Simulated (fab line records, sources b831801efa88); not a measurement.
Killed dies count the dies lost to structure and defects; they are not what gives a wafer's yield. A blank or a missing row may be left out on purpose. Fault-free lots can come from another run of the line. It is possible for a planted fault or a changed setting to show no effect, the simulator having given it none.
What tool caused it? | flow gf180mcu | 14 lots with 42 wafers sampled at 3 steps, on a route of 602 steps

WHAT THE GAUGES READ, wafer by wafer
GF_M4_RS_MEAS_05: measurement is done with a four-point probe.
lot  | measured     | on           | M4_ALCU_RS (ohm/sq)
L738 | day 22 10:15 | filmMetro-03 | 0.0694 0.0692 0.0689
L740 | day 23 05:21 | filmMetro-03 | 0.0680 0.0684 0.0682
L746 | day 25 18:54 | filmMetro-03 | 0.0676 0.0672 0.0678
L747 | day 26 00:20 | filmMetro-03 | 0.0685 0.0682 0.0679
L749 | day 26 10:48 | filmMetro-04 | 0.0690 0.0695 0.0695
L750 | day 26 17:17 | filmMetro-03 | 0.0692 0.0690 0.0692
L751 | day 27 05:09 | filmMetro-01 | 0.0694 0.0692 0.0695
L754 | day 27 20:19 | filmMetro-03 | 0.0684 0.0680 0.0686
L755 | day 28 05:20 | filmMetro-03 | 0.0682 0.0679 0.0689
L756 | day 28 10:19 | filmMetro-03 | 0.0689 0.0685 0.0687
L757 | day 28 18:46 | filmMetro-01 | 0.0702 0.0700 0.0697
L758 | day 29 01:58 | filmMetro-03 | 0.0696 0.0693 0.0689
L759 | day 29 06:30 | filmMetro-03 | 0.0677 0.0675 0.0667
L761 | day 30 04:52 | filmMetro-01 | 0.0701 0.0701 0.0706

EACH LOT AND THE TOOL THAT RAN IT (in order: tool; ch and the chambers of the sampled wafers; start)
lot  | GF_V3_CVD_23                 | GF_M4_SPUTTER_01
L738 | cvdW-01 ch 0,1, day 22 09:25 | pvdSputter-04, day 22 10:07
L740 | cvdW-02 ch 0,1, day 23 04:31 | pvdSputter-02, day 23 05:10
L746 | cvdW-02 ch 0,1, day 25 18:05 | pvdSputter-02, day 25 18:44
L747 | cvdW-02 ch 0,1, day 25 23:31 | pvdSputter-02, day 26 00:11
L749 | cvdW-02 ch 0,1, day 26 09:59 | pvdSputter-04, day 26 10:40
L750 | cvdW-02 ch 0,1, day 26 16:29 | pvdSputter-04, day 26 17:10
L751 | cvdW-02 ch 0,1, day 27 04:20 | pvdSputter-01, day 27 04:59
L754 | cvdW-01 ch 0,1, day 27 19:30 | pvdSputter-02, day 27 20:11
L755 | cvdW-02 ch 0,1, day 28 04:30 | pvdSputter-02, day 28 05:11
L756 | cvdW-02 ch 0,1, day 28 09:30 | pvdSputter-02, day 28 10:09
L757 | cvdW-01 ch 0,1, day 28 17:58 | pvdSputter-04, day 28 18:39
L758 | cvdW-02 ch 0,1, day 29 00:37 | pvdSputter-01, day 29 01:51
L759 | cvdW-02 ch 0,1, day 29 05:41 | pvdSputter-02, day 29 06:23
L761 | cvdW-01 ch 0,1, day 30 04:02 | pvdSputter-01, day 30 04:42
- GF_V3_CVD_23: deposits W, target thk 350 nm, time 104.9 s.
- GF_M4_SPUTTER_01: material TiN, target thk 30 nm, time 25 s.

AS READ BY THE TOOLS THEMSELVES (means over the sampled wafers that have a number; for cases with no such wafer, the mark the record gives instead)
GF_V3_CVD_23.
lot  | tool    | heaterPowerW (W)
L738 | cvdW-01 | 849
L740 | cvdW-02 | 822
L746 | cvdW-02 | 826
L747 | cvdW-02 | 852
L749 | cvdW-02 | 834
L750 | cvdW-02 | 840
L751 | cvdW-02 | 834
L754 | cvdW-01 | 856
L755 | cvdW-02 | 832
L756 | cvdW-02 | 839
L757 | cvdW-01 | 850
L758 | cvdW-02 | 847
L759 | cvdW-02 | 827
L761 | cvdW-01 | 866

GF_M4_SPUTTER_01.
lot  | tool          | throttleValvePct (%)
L738 | pvdSputter-04 | 29.6
L740 | pvdSputter-02 | 28.9
L746 | pvdSputter-02 | 29.0
L747 | pvdSputter-02 | 28.4
L749 | pvdSputter-04 | 29.6
L750 | pvdSputter-04 | 30.9
L751 | pvdSputter-01 | 29.3
L754 | pvdSputter-02 | 28.2
L755 | pvdSputter-02 | 28.3
L756 | pvdSputter-02 | 28.7
L757 | pvdSputter-04 | 30.2
L758 | pvdSputter-01 | 28.7
L759 | pvdSputter-02 | 29.4
L761 | pvdSputter-01 | 28.6

THE ANSWER, worked out from the rows above alone
Rule: the lots themselves supply what counts as usual. The widest of any qualifying gaps counts: lots, ordered by their means at a reading, are off when they make up no more than a third of the lots, leave a main group of 4 or more, and stand apart from it by 3 or more times the standard deviation of that group's means. Not used: any main group whose means are identical at the precision the tables above print for the reading. Also off: a lot with no number at a reading for which 4 or more lots have one. Where the step has rows for the other lots, those lots are counted as sound. After the gauges, taken in route order, come the tools' own readings; for these a lot's mean is taken, as printed above. At the first step where some lot is off, the reading lying furthest off is the one used; lots without a number count as furthest.
Across all readings shown, no lot is off: no conclusion can be drawn from this.

WHAT WAS PUT IN BY THE SIMULATOR
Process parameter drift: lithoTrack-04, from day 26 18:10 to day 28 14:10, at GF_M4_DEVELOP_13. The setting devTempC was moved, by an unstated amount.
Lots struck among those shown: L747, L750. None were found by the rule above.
